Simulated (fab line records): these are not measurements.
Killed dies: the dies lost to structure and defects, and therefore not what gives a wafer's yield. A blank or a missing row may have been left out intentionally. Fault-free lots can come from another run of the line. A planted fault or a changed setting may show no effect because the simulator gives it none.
8D (eight disciplines) problem report, filled in by code ; flow sky130 ; the parts of the form that need people (team, actions taken, sign-off) are left out

== 1. WHAT WENT WRONG ==
Wafers free of any fault read 1.2 nm (standard deviation 1.4) for VT_ADJUST_HVTR_OVL at SKY_VT_ADJUST_HVTR_OVL_MEAS_08, against a mean of -103.6 nm on 9 wafers of 3 lots. Measured from the usual mean, that is -75 standard deviations.
The first sign was on wafer L137.1 at day 13 09:50, on overlay-01. Wafers with a number at this step in the record: 39, from 13 lots. Rule for "out", or "out of limits": more than 4 standard deviations from the usual mean. The other wafers with a number count as sound.

== 2. WHAT THIS IS AND IS NOT ==
question;is;is not
which readings at this step;VT_ADJUST_HVTR_OVL;-
which lots;L137, L139, L140;L126, L127, L129, L130, L133, L136, L141, L142, L143, L147
which wafers of those lots;all that have a number;-
read on which gauges;overlay-01, overlay-02;-
when;from day 13 09:50;"up to then (18 sound wafers); but 12 sound wafers of L141, L142, L143, L147 came after"

== 3. THE SUSPECTS, EACH WITH WHAT RULES IT OUT ==
Counting: a tool at any process step up to the reading remains a suspect when it ran all the lots that are out and ran no sound lot after the first of those.
- ruled out: the gauge at SKY_VT_ADJUST_HVTR_OVL_MEAS_08. The wafers that are out were read on 2 gauges (overlay-01, overlay-02).
- ilineStepper-02 at SKY_VT_ADJUST_HVTR_EXPOSE_04 (exposes mask HVTRM, target cd 380 nm): kept. It ran every lot that is out, first L137 (day 12 20:46), and no sound lot after that; its last sound lot up to then is L133 (day 11 10:06).
Remaining after the count: ilineStepper-02 at SKY_VT_ADJUST_HVTR_EXPOSE_04.

== 4. THE CAUSE (what the simulator had put in) ==
Scanner matching overlay: ilineStepper-02, from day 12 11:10 on, at SKY_VT_ADJUST_HVTR_EXPOSE_04. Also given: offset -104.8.
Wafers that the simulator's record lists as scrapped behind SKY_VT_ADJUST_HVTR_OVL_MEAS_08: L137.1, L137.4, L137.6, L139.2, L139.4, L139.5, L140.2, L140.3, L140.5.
The count eliminated every tool but this one.

== 5. SEQUENCE OF EFFECTS, ordered by route ==
Each row: a reading where the mean over the struck wafers with a number is more than 3 standard deviations away from the usual. Only readings whose record carries a usual standard deviation are examined. hours: median over the lots of the time between each lot's start at the first step of this table that gives one and its start at this step. sigmas: the change, counted in usual standard deviations.
hours;step;reading;usual;on struck wafers;change;sigmas
0;SKY_VT_ADJUST_HVTR_OVL_MEAS_08;VT_ADJUST_HVTR_OVL;1.2 nm;-103.6;-104.8;-75

== 6. WHAT WOULD HAVE CAUGHT IT SOONER ==
In this record the first reading out of limits at a measuring or inspecting step was taken at day 13 09:50, 23 hours after the fault began at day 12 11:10.
Among the 3 lots that are out, L140 began SKY_VT_ADJUST_HVTR_EXPOSE_04 on ilineStepper-02 after day 13 09:50. Had the tool been put on hold then, it would have been spared.
